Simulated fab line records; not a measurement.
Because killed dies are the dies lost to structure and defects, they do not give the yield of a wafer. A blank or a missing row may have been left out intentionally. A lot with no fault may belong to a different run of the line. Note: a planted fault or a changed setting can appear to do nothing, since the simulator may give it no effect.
fab line records	flow sky130
record: lots: 7	wafers: 21	lastDay: 50
route steps=708 shown POLY_CUT@310 SD_P@320 RES_XHIGH@332 SD_N@342
lots that met no fault: taken from a fault-free run of the same line
startH: the number of hours between the record's first day and the start of the first shown wafer of the lot	waitH: hours from the lot's prior step to this one	" identical to the entry in the row above	L1.1+2: a row that stands for several wafers	- no value present, or no start provided	* or withheld: withheld	< > ~ a bound
route shown NAME@n: NAME is a module with steps in the file, n the number in the route of the first one	usual: mean/standard deviation of fault-free wafers	same: alike in all rows	chamber/n: place in a boat	sites: per-site readings	_std_site: their standard deviation	_edge_site: outer sites' mean less inner sites'	radiusMm: for every site, how far away it sits from the centre of the wafer	mask NAME#n: copy n	behind: the last tool/chamber to shape the wafer	hold: reason for holding the lot/hours on hold/outcome of the hold	device: which transistor (n, p or np) failed to switch	end of line: tests run on the same wafers once the route is complete	a step with no rows: only its recipe	killed: count of dies lost to structure and defects at first sort (not the wafer's yield)	map: a wafer's dies, x killed, . not, _ none there
set.NAME: the setting that was run; set.NAME@STEP: the one run at that earlier step	model.NAME: the simulator's own value behind a step, which no gauge read
lots at some steps of the route; a table a step, a row a wafer
services: the hour from which a tool's chamber was out of use, counted from the record's first day as startH (under 0 if before that day), plus the number of hours and why
== steps ==
step: SKY_POLY_CUT_COAT_03
recipe: resist: KrF-thick	spinRpm: 3000	resistThkNm: 450
step: SKY_POLY_CUT_SOFTBAKE_04
recipe: tempC: 100	timeS: 90	resist: KrF-thick
step: SKY_POLY_CUT_EXPOSE_05
recipe: maskId: NPCM	na: 0.8	sourceShape: annular	sigmaInner: 0.55	sigmaOuter: 0.85	targetCdNm: 270	doseMj: 32
step: SKY_POLY_CUT_PEB_06
recipe: pebTempC: withheld	pebTimeS: withheld	resist: KrF-thick
step: SKY_POLY_CUT_DEVELOP_07
recipe: developTimeS: 60	resist: KrF-thick	devTempC: 21
step: SKY_POLY_CUT_CD_MEAS_08
recipe: targetCdNm: 270
usual: cdNm: 270.1/1.5
lot.wafer	tool	chamber	startH	waitH	cdNm
L845.2	cdSem-01	-	564.22	-	272.4
L845.4	"	-	"	"	271.8
L845.5	"	-	"	"	272.0
L859.1	cdSem-02	-	676.65	-	267.7
L859.4	"	-	"	"	268.7
L859.6	"	-	"	"	267.1
L860.2	cdSem-01	-	685.08	-	272.4
L860.3	"	-	"	"	272.5
L860.6	"	-	"	"	271.3
L861.1	cdSem-02	-	692.35	-	270.3
L861.2	"	-	"	"	268.6
L861.5	"	-	"	"	268.9
L863.1	cdSem-02	-	700.81	-	269.3
L863.2	"	-	"	"	268.9
L863.4	"	-	"	"	269.3
L864.3	cdSem-02	-	727.07	-	271.6
L864.4	"	-	"	"	270.1
L864.5	"	-	"	"	271.0
L867.2	cdSem-01	-	735.03	-	269.5
L867.5	"	-	"	"	268.3
L867.6	"	-	"	"	269.9
step: SKY_POLY_CUT_OVL_MEAS_09
usual: POLY_CUT_OVL: 0/4.7
lot.wafer	tool	chamber	startH	waitH	POLY_CUT_OVL[nm]
L845.2	overlay-02	-	564.33	0.1	2
L845.4	"	-	"	"	-8
L845.5	"	-	"	"	0
L859.1	overlay-02	-	676.77	0.1	-4
L859.4	"	-	"	"	2
L859.6	"	-	"	"	3
L860.2	overlay-01	-	685.18	0.1	-7
L860.3	"	-	"	"	-1
L860.6	"	-	"	"	-1
L861.1	overlay-02	-	692.47	0.1	3
L861.2	"	-	"	"	-1
L861.5	"	-	"	"	6
L863.1	overlay-02	-	700.93	0.1	-7
L863.2	"	-	"	"	-7
L863.4	"	-	"	"	-9
L864.3	overlay-01	-	727.17	0.1	-2
L864.4	"	-	"	"	1
L864.5	"	-	"	"	-4
L867.2	overlay-01	-	735.13	0.1	1
L867.5	"	-	"	"	0
L867.6	"	-	"	"	3
step: SKY_POLY_CUT_ETCH_10
recipe: chemistry: N2/H2	target: BARC	ionEnergyEv: 200	sourceW: 500	biasW: 100	pressureMtorr: 30	n2FlowSccm: 100	h2FlowSccm: 200	stopOn: SiO2	timeS: 45.9	targetDepthA: 600
usual: drypumpMotorCurrentA: 5.8/0.61	oesProductAu: 0.855/0.0044	throttleValvePct: 13.225/0.0088
lot.wafer	tool	chamber	startH	waitH	drypumpMotorCurrentA	oesProductAu	rfHoursCounterH	throttleValvePct
L845.2	rieDiel-01	1	564.36	0.0	6.4	0.849	47	13.224
L845.4	"	2	"	"	5.5	0.849	-	13.230
L845.5	"	1	"	"	6.4	0.858	-	13.224
L859.1	rieDiel-01	1	676.81	0.0	6.4	0.857	49	13.236
L859.4	"	2	"	"	5.5	0.857	1	13.229
L859.6	"	1	"	"	6.4	0.856	-	13.222
L860.2	rieDiel-01	0	685.21	0.0	6.5	0.852	7	13.223
L860.3	"	2	"	"	5.5	0.855	1	13.229
L860.6	"	2	"	"	5.5	0.860	-	13.233
L861.1	rieDiel-03	1	692.51	0.0	5.5	0.855	36	13.210
L861.2	"	0	"	"	5.8	0.849	17	13.230
L861.5	"	0	"	"	5.8	0.848	-	13.216
L863.1	rieDiel-04	2	700.96	0.0	5.1	0.858	42	13.223
L863.2	"	0	"	"	5.5	0.853	3	13.226
L863.4	"	3	"	"	6.6	0.856	14	13.231
L864.3	rieDiel-03	2	727.19	0.0	6.5	0.859	9	13.226
L864.4	"	0	"	"	5.8	0.855	18	13.238
L864.5	"	3	"	"	4.8	0.857	-	13.234
L867.2	rieDiel-04	2	735.16	0.0	5.1	0.854	43	13.227
L867.5	"	1	"	"	5.9	0.855	-	13.226
L867.6	"	0	"	"	5.5	0.856	-	13.203
step: SKY_POLY_CUT_ETCH_11
recipe: target: Si3N4	chemistry: CF4/CH2F2/Ar	stopOn: poly-Si	sourceW: 585.1	biasW: 150	pressureMtorr: 40	cf4FlowSccm: 40	ch2f2FlowSccm: 20	Ar_flow_sccm: 150	timeS: 42.5	targetDepthA: 600
usual: cf4FlowSccm: 40.01/0.12	drypumpMotorCurrentA: 5.8/0.61	oesProductAu: 0.828/0.007	throttleValvePct: 14.995/0.0098
lot.wafer	tool	chamber	startH	waitH	cf4FlowSccm	drypumpMotorCurrentA	oesProductAu	rfHoursCounterH	throttleValvePct
L845.2	rieDiel-01	1	564.40	0.0	40.03	6.4	0.845	47	14.996
L845.4	"	2	"	"	39.91	5.5	0.840	-	14.998
L845.5	"	1	"	"	40.11	6.4	0.839	-	14.996
L859.1	rieDiel-01	1	676.85	0.0	39.97	6.4	0.835	49	14.981
L859.4	"	2	"	"	40.01	5.5	0.833	1	14.993
L859.6	"	1	"	"	40.04	6.4	0.828	-	14.997
L860.2	rieDiel-01	0	685.26	0.0	39.97	6.6	0.816	7	14.991
L860.3	"	2	"	"	40.14	5.5	0.820	1	15.002
L860.6	"	2	"	"	40.25	5.5	0.819	-	15.003
L861.1	rieDiel-03	1	692.55	0.0	40.02	5.5	0.829	36	14.978
L861.2	"	0	"	"	40.06	5.8	0.838	17	14.989
L861.5	"	0	"	"	40.08	5.8	0.835	-	15.006
L863.1	rieDiel-04	2	701.01	0.0	40.22	5.1	0.835	42	14.990
L863.2	"	0	"	"	39.94	5.5	0.822	3	15.003
L863.4	"	3	"	"	40.02	6.6	0.822	14	15.007
L864.3	rieDiel-03	2	727.23	0.0	40.03	6.6	0.818	9	14.990
L864.4	"	0	"	"	40.03	5.8	0.824	18	15.006
L864.5	"	3	"	"	40.15	4.8	0.815	-	15.001
L867.2	rieDiel-04	2	735.21	0.0	39.89	5.2	0.832	43	14.983
L867.5	"	1	"	"	39.89	6.0	0.836	-	14.999
L867.6	"	0	"	"	40.04	5.5	0.831	-	14.994
step: SKY_POLY_CUT_STRIP_12
recipe: chemistry: O2/N2	powerW: 1400	pressureMtorr: 1500	platenTempC: withheld	o2FlowSccm: 3000	n2FlowSccm: 300	overashFraction: 0.5
usual: drypumpMotorCurrentA: 5.8/0.51	oesProductAu: 0.452/0.0044	stripTimeToEndpointS: 5.355/0.017
lot.wafer	tool	chamber	startH	waitH	drypumpMotorCurrentA	oesProductAu	rfHoursCounterH	stripTimeToEndpointS
L845.2	plasmaAsher-02	0	564.44	0.0	5.7	0.452	44	5.343
L845.4	"	1	"	"	5.4	0.455	-	5.362
L845.5	"	0	"	"	5.6	0.452	-	5.354
L859.1	plasmaAsher-01	1	676.89	0.0	6.1	0.453	25	5.328
L859.4	"	0	"	"	6.5	0.452	-	5.354
L859.6	"	0	"	"	6.5	0.458	-	5.365
L860.2	plasmaAsher-04	0	685.30	0.0	6.0	0.446	98	5.339
L860.3	"	1	"	"	4.8	0.446	-	5.329
L860.6	"	0	"	"	6.0	0.456	-	5.317
L861.1	plasmaAsher-04	1	692.59	0.0	4.9	0.447	98	5.350
L861.2	"	0	"	"	6.0	0.452	98	5.369
L861.5	"	1	"	"	4.9	0.451	-	5.397
L863.1	plasmaAsher-02	0	701.05	0.0	5.7	0.447	59	5.377
L863.2	"	1	"	"	5.4	0.453	59	5.386
L863.4	"	0	"	"	5.6	0.457	-	5.365
L864.3	plasmaAsher-02	0	727.31	0.1	5.7	0.455	-	5.343
L864.4	"	1	"	"	5.3	0.452	-	5.353
L864.5	"	1	"	"	5.3	0.455	-	5.348
L867.2	plasmaAsher-01	1	735.25	0.0	6.1	0.459	31	5.328
L867.5	"	0	"	"	6.5	0.451	-	5.330
L867.6	"	1	"	"	6.1	0.436	-	5.344
step: SKY_SD_P_DEHYDRATE_00
recipe: tempC: 200	timeS: 60
step: SKY_SD_P_HMDS_01
recipe: primeTimeS: 60	primeTempC: 120
step: SKY_SD_P_COAT_02
recipe: resist: NOVOLAK	spinRpm: 3000	resistThkNm: 1140
usual: chillPlateTempC: 23.01/0.11	dispensePressureKPa: 47.1/2.6	exhaustPa: 45.1/0.89
lot.wafer	tool	chamber	startH	waitH	chillPlateTempC	dispensePressureKPa	exhaustPa
L845.2	lithoTrack-01	0	579.55	0.1	22.93	50.8	45.2
L845.4	"	0	"	"	22.97	50.8	45.5
L845.5	"	0	"	"	22.94	50.8	44.4
L859.1	lithoTrack-04	-	691.21	0.1	-	-	-
L859.4	"	-	"	"	-	-	-
L859.6	"	-	"	"	-	-	-
L860.2	lithoTrack-03	-	699.43	0.1	-	-	-
L860.3	"	-	"	"	-	-	-
L860.6	"	-	"	"	-	-	-
L861.1	lithoTrack-03	-	705.85	0.1	-	-	-
L861.2	"	-	"	"	-	-	-
L861.5	"	-	"	"	-	-	-
L863.1	lithoTrack-04	0	714.61	0.1	23.04	44.7	45.2
L863.2	"	0	"	"	22.94	44.7	44.7
L863.4	"	0	"	"	23.04	44.7	45.6
L864.3	lithoTrack-03	0	740.75	0.1	23.01	46.0	44.5
L864.4	"	0	"	"	22.95	46.0	44.2
L864.5	"	0	"	"	23.09	45.9	44.8
L867.2	lithoTrack-03	0	749.03	0.1	23.14	45.9	45.5
L867.5	"	0	"	"	23.02	46.0	46.4
L867.6	"	0	"	"	23.08	46.0	44.3
step: SKY_SD_P_SOFTBAKE_03
recipe: tempC: 90	timeS: 60	resist: NOVOLAK
step: SKY_SD_P_EXPOSE_04
recipe: maskId: PSDM	na: 0.6	sourceShape: conventional	sigmaOuter: 0.6	polarization: unpolarized	targetCdNm: 380	doseMj: 138
step: SKY_SD_P_PEB_05
recipe: tempC: withheld	timeS: *	resist: NOVOLAK
step: SKY_SD_P_DEVELOP_06
recipe: resist: NOVOLAK	developer: TMAH	developTimeS: 60	devTempC: 23
step: SKY_SD_P_CD_MEAS_07
recipe: targetCdNm: 380
usual: cdNm: 379/3.1
lot.wafer	tool	chamber	startH	waitH	cdNm
L845.2	cdSem-02	-	593.64	0.1	377
L845.4	"	-	"	"	377
L845.5	"	-	"	"	379
L859.1	cdSem-02	-	704.90	0.1	-
L859.4	"	-	"	"	-
L859.6	"	-	"	"	-
L860.2	cdSem-01	-	713.23	0.1	-
L860.3	"	-	"	"	-
L860.6	"	-	"	"	-
L861.1	cdSem-01	-	720.70	0.1	-
L861.2	"	-	"	"	-
L861.5	"	-	"	"	-
L863.1	cdSem-02	-	729.30	0.1	382
L863.2	"	-	"	"	379
L863.4	"	-	"	"	377
L864.3	cdSem-01	-	754.96	0.1	380
L864.4	"	-	"	"	380
L864.5	"	-	"	"	381
L867.2	cdSem-01	-	762.99	0.1	377
L867.5	"	-	"	"	377
L867.6	"	-	"	"	377
step: SKY_SD_P_OVL_MEAS_08
usual: SD_P_OVL: 0.4/1.1
lot.wafer	tool	chamber	startH	waitH	SD_P_OVL[nm]
L845.2	overlay-02	-	593.75	0.1	0.0
L845.4	"	-	"	"	-1.3
L845.5	"	-	"	"	-0.9
L859.1	overlay-01	-	705.02	0.1	-
L859.4	"	-	"	"	-
L859.6	"	-	"	"	-
L860.2	overlay-02	-	713.33	0.1	-
L860.3	"	-	"	"	-
L860.6	"	-	"	"	-
L861.1	overlay-02	-	720.82	0.1	-
L861.2	"	-	"	"	-
L861.5	"	-	"	"	-
L863.1	overlay-02	-	729.42	0.1	1.5
L863.2	"	-	"	"	0.2
L863.4	"	-	"	"	0.9
L864.3	overlay-01	-	755.05	0.1	-0.7
L864.4	"	-	"	"	-0.2
L864.5	"	-	"	"	0.3
L867.2	overlay-01	-	763.10	0.1	-0.6
L867.5	"	-	"	"	-0.4
L867.6	"	-	"	"	-0.8
step: SKY_SD_P_IMPLANT_09
recipe: species: BF2	energyKev: 19.64	doseCm2: 3e+15	tiltDeg: 0
step: SKY_SD_P_STRIP_10
recipe: chemistry: O2/N2	powerW: 1400	pressureMtorr: 1500	platenTempC: withheld	o2FlowSccm: 3000	n2FlowSccm: 300	overashFraction: 0.5
usual: drypumpMotorCurrentA: 5.6/0.61	oesProductAu: 0.619/0.0048	stripTimeToEndpointS: 17.42/0.048
lot.wafer	tool	chamber	startH	waitH	drypumpMotorCurrentA	oesProductAu	rfHoursCounterH	stripTimeToEndpointS
L845.2	plasmaAsher-03	1	593.93	0.1	5.9	0.616	76	17.40
L845.4	"	0	"	"	4.9	0.623	-	17.40
L845.5	"	0	"	"	4.9	0.616	-	17.40
L859.1	plasmaAsher-01	1	705.21	0.1	6.0	-	28	-
L859.4	"	1	"	"	6.1	-	-	-
L859.6	"	1	"	"	6.0	-	-	-
L860.2	plasmaAsher-04	0	713.51	0.1	6.0	-	101	-
L860.3	"	1	"	"	4.9	-	-	-
L860.6	"	0	"	"	6.0	-	-	-
L861.1	plasmaAsher-04	1	721.01	0.1	4.9	-	101	-
L861.2	"	0	"	"	6.0	-	101	-
L861.5	"	1	"	"	4.9	-	-	-
L863.1	plasmaAsher-04	0	729.61	0.1	6.0	0.627	102	17.45
L863.2	"	1	"	"	4.9	0.614	102	17.43
L863.4	"	0	"	"	6.0	0.617	-	17.47
L864.3	plasmaAsher-04	0	755.26	0.1	6.0	0.623	-	17.44
L864.4	"	1	"	"	4.9	0.624	-	17.41
L864.5	"	0	"	"	6.0	0.621	-	17.44
L867.2	plasmaAsher-04	1	763.28	0.1	4.9	0.616	2	17.40
L867.5	"	0	"	"	6.0	0.613	-	17.43
L867.6	"	1	"	"	4.9	0.617	-	17.43
step: SKY_SD_P_TW_MEAS_11
usual: SD_P_TW: 2811/18
lot.wafer	tool	chamber	startH	waitH	SD_P_TW
L845.2	filmMetro-03	-	594.04	0.1	2800
L845.4	"	-	"	"	2799
L845.5	"	-	"	"	2791
L859.1	filmMetro-02	-	705.31	0.1	2819
L859.4	"	-	"	"	2831
L859.6	"	-	"	"	2824
L860.2	filmMetro-02	-	713.62	0.1	2828
L860.3	"	-	"	"	2826
L860.6	"	-	"	"	2835
L861.1	filmMetro-01	-	721.11	0.1	2819
L861.2	"	-	"	"	2815
L861.5	"	-	"	"	2807
L863.1	filmMetro-02	-	729.71	0.1	2810
L863.2	"	-	"	"	2807
L863.4	"	-	"	"	2821
L864.3	filmMetro-02	-	755.35	0.1	2812
L864.4	"	-	"	"	2800
L864.5	"	-	"	"	2805
L867.2	filmMetro-02	-	763.39	0.1	2797
L867.5	"	-	"	"	2793
L867.6	"	-	"	"	2789
step: SKY_RES_XHIGH_DEHYDRATE_00
recipe: tempC: 200	timeS: 60
step: SKY_RES_XHIGH_HMDS_01
recipe: primeTimeS: 60	primeTempC: 120
step: SKY_RES_XHIGH_COAT_02
recipe: resist: NOVOLAK	spinRpm: 3000	resistThkNm: 1140
step: SKY_RES_XHIGH_SOFTBAKE_03
recipe: tempC: 90	timeS: 60	resist: NOVOLAK
step: SKY_RES_XHIGH_EXPOSE_04
recipe: maskId: URPM	na: 0.6	sourceShape: conventional	sigmaOuter: 0.6	polarization: unpolarized	targetCdNm: 1270	doseMj: 140
step: SKY_RES_XHIGH_PEB_05
recipe: tempC: withheld	timeS: *	resist: NOVOLAK
step: SKY_RES_XHIGH_DEVELOP_06
recipe: resist: NOVOLAK	developer: TMAH	developTimeS: 60	devTempC: 23
step: SKY_RES_XHIGH_IMPLANT_07
recipe: species: BF2	energyKev: 20	doseCm2: 3.6e+14	tiltDeg: 0
step: SKY_RES_XHIGH_STRIP_08
recipe: chemistry: O2/N2	powerW: 1400	pressureMtorr: 1500	platenTempC: withheld	o2FlowSccm: 3000	n2FlowSccm: 300	overashFraction: 0.5
usual: drypumpMotorCurrentA: 5.7/0.53	oesProductAu: 0.711/0.0047	stripTimeToEndpointS: 14.26/0.044
lot.wafer	tool	chamber	startH	waitH	drypumpMotorCurrentA	oesProductAu	rfHoursCounterH	stripTimeToEndpointS
L845.2	plasmaAsher-03	0	623.23	0.1	4.9	0.712	79	14.16
L845.4	"	0	"	"	4.9	0.718	-	14.22
L845.5	"	1	"	"	5.9	0.705	-	14.16
L859.1	plasmaAsher-02	0	733.55	0.1	5.7	0.717	62	14.26
L859.4	"	0	"	"	5.6	0.708	-	14.24
L859.6	"	1	"	"	5.3	0.710	-	14.32
L860.2	plasmaAsher-03	0	741.57	0.1	4.9	0.703	91	14.27
L860.3	"	1	"	"	5.9	0.708	-	14.24
L860.6	"	1	"	"	5.9	0.714	-	14.25
L861.1	plasmaAsher-03	1	748.85	0.1	5.9	0.704	92	14.20
L861.2	"	0	"	"	4.9	0.705	92	14.23
L861.5	"	1	"	"	5.9	0.710	-	14.19
L863.1	plasmaAsher-02	1	756.17	0.1	5.3	0.705	65	14.27
L863.2	"	0	"	"	5.7	0.710	65	14.26
L863.4	"	1	"	"	5.4	0.700	-	14.30
L864.3	plasmaAsher-03	0	782.07	0.1	4.9	0.715	-	14.27
L864.4	"	1	"	"	5.9	0.703	-	14.28
L864.5	"	1	"	"	5.9	0.712	-	14.28
L867.2	plasmaAsher-03	0	790.62	0.1	4.9	0.710	96	14.29
L867.5	"	1	"	"	5.9	0.711	-	14.28
L867.6	"	0	"	"	4.9	0.705	-	14.24
step: SKY_RES_XHIGH_TW_MEAS_09
usual: RES_XHIGH_TW: 1640/8.6
lot.wafer	tool	chamber	startH	waitH	RES_XHIGH_TW
L845.2	filmMetro-02	-	623.34	0.1	1637
L845.4	"	-	"	"	1642
L845.5	"	-	"	"	1642
L859.1	filmMetro-02	-	733.65	0.1	2863
L859.4	"	-	"	"	2869
L859.6	"	-	"	"	2879
L860.2	filmMetro-02	-	741.68	0.1	2868
L860.3	"	-	"	"	2882
L860.6	"	-	"	"	2871
L861.1	filmMetro-01	-	748.95	0.1	2914
L861.2	"	-	"	"	2904
L861.5	"	-	"	"	2892
L863.1	filmMetro-03	-	756.27	0.1	1629
L863.2	"	-	"	"	1635
L863.4	"	-	"	"	1644
L864.3	filmMetro-01	-	782.16	0.1	1656
L864.4	"	-	"	"	1662
L864.5	"	-	"	"	1650
L867.2	filmMetro-03	-	790.73	0.1	1640
L867.5	"	-	"	"	1636
L867.6	"	-	"	"	1629
step: SKY_SD_N_DEHYDRATE_00
recipe: tempC: 200	timeS: 60
== services ==
tool	chamber	startH	hours	kind
rieDiel-01	3	540.64	-	clean
rieDiel-03	-	562.83	2.8	pm
rieDiel-04	-	563.88	0.5	repair
plasmaAsher-04	-	567.57	12.9	repair
rieDiel-03	3	584.27	3.7	repair
rieDiel-01	0	584.77	9.4	repair
rieDiel-01	1	606.32	5.7	repair
plasmaAsher-04	-	613.68	9.7	repair
plasmaAsher-04	-	628.50	15.2	repair
rieDiel-03	3	638.72	1.7	repair
rieDiel-01	2	647.40	5.3	repair
rieDiel-03	2	690.84	7.1	repair
plasmaAsher-01	-	716.31	1.6	repair
plasmaAsher-04	-	733.75	9.0	pm
plasmaAsher-04	0	733.75	9.0	ventCycle
plasmaAsher-04	1	733.75	9.0	ventCycle
rieDiel-03	1	734.82	10.1	repair
plasmaAsher-04	0	742.75	-	clean
plasmaAsher-04	1	742.75	-	clean
rieDiel-03	3	765.11	2.9	repair
rieDiel-01	3	770.78	11.6	repair
plasmaAsher-03	-	777.19	2.8	pm
rieDiel-04	0	779.49	10.2	repair
plasmaAsher-01	-	783.80	28.1	pm
== key ==
firstSign: step: SKY_SD_P_COAT_02	reading: toolRecord	direction: missing
effect: step: SKY_SD_P_CD_MEAS_07	reading: cdNm	direction: missing
effect: step: SKY_SD_P_OVL_MEAS_08	reading: SD_P_OVL	direction: missing
effect: step: SKY_RES_XHIGH_TW_MEAS_09	reading: RES_XHIGH_TW	direction: up	sigmas: 99+	usual: 1640	struck: 2883
metAt SKY_SD_P_COAT_02
struckWafers L859.1,L859.4,L859.6,L860.2,L860.3,L860.6,L861.1,L861.2,L861.5
sortLeftOut L859.1,L859.4,L859.6,L860.2,L860.3,L860.6,L861.1,L861.2,L861.5
testerLeftOut L859,L860,L861
fault: kind: skippedStepWhole	tool: lithoTrack-03,lithoTrack-04	chamber: -	onsetH: 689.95	steps: SKY_SD_P_COAT_02	scope: struckLotsOnly
testerLeftOut: of these lots the tester's yield and bins aren't shown, on N5 and GAA mostly nor the transistor test; their killed dies are dies lost to structure and defects alone, not to doping, threshold or leakage, so they don't give the yield
sortLeftOut: the simulated sort isn't trusted on such a fault, so these wafers' sort isn't shown, and their yield isn't known
